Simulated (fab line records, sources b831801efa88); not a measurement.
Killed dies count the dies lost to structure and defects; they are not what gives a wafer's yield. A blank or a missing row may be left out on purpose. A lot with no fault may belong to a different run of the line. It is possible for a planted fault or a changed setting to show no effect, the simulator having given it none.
Chamber matching | flow sfqLine | SFQ_TRILAYER_I2_CMP_CMP_064 on cmp-02 has 4 sister chambers
The step polishes SiO2. 8 wafers are shown with their chamber, then 7 later ones without.

## EACH WAFER AND ITS CHAMBER
wafer  | chamber | motorCurrentA (A) | timeToEndpointS (s)
L366.4 | 3       | 12.4              | 223
L370.4 | 0       | 9.1               | 214
L370.5 | 3       | 12.7              | 228
L380.4 | 2       | 9.8               | 219
L380.1 | 0       | 8.8               | 221
L380.3 | 1       | 10.5              | 214
L381.2 | 1       | 10.3              | 211
L381.5 | 2       | 10.5              | 218

## WAFERS WITH NO CHAMBER GIVEN
wafer  | motorCurrentA (A) | timeToEndpointS (s)
L381.6 | 12.0              | 218
L383.2 | 12.2              | 216
L383.3 | 10.5              | 209
L383.4 | 8.7               | 219
L384.1 | 11.4              | 211
L384.5 | 12.1              | 210
L384.6 | 10.2              | 215

## CHAMBER TAKEN BY EACH
wafer  | from the rows above     | in truth
L381.6 | 3                       | 3
L383.2 | 3                       | 3
L383.3 | 1                       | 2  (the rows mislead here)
L383.4 | 0                       | 0
L384.1 | can't be placed: 1 or 2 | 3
L384.5 | can't be placed: 3 or 1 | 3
L384.6 | can't be placed: 1 or 2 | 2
3 of 7 placed correctly. From these rows, 3 cannot be placed; in 2 the true chamber is one of the candidates. Wrongly placed: 1.
How it was worked out, from the rows above alone: a wafer's distance from a chamber is the root of the sum, over the readings, of the square of ((its reading less the chamber's mean) divided by the reading's scatter). If the next closest chamber is less than 2 further off than the closest, the wafer can't be placed; otherwise it belongs to the closest. For every chamber, the mean is computed from those of its wafers that are shown. The scatter: take each reading less its chamber's mean, square it, sum over the shown wafers, divide by the number of wafers less the number of chambers, and take the root.
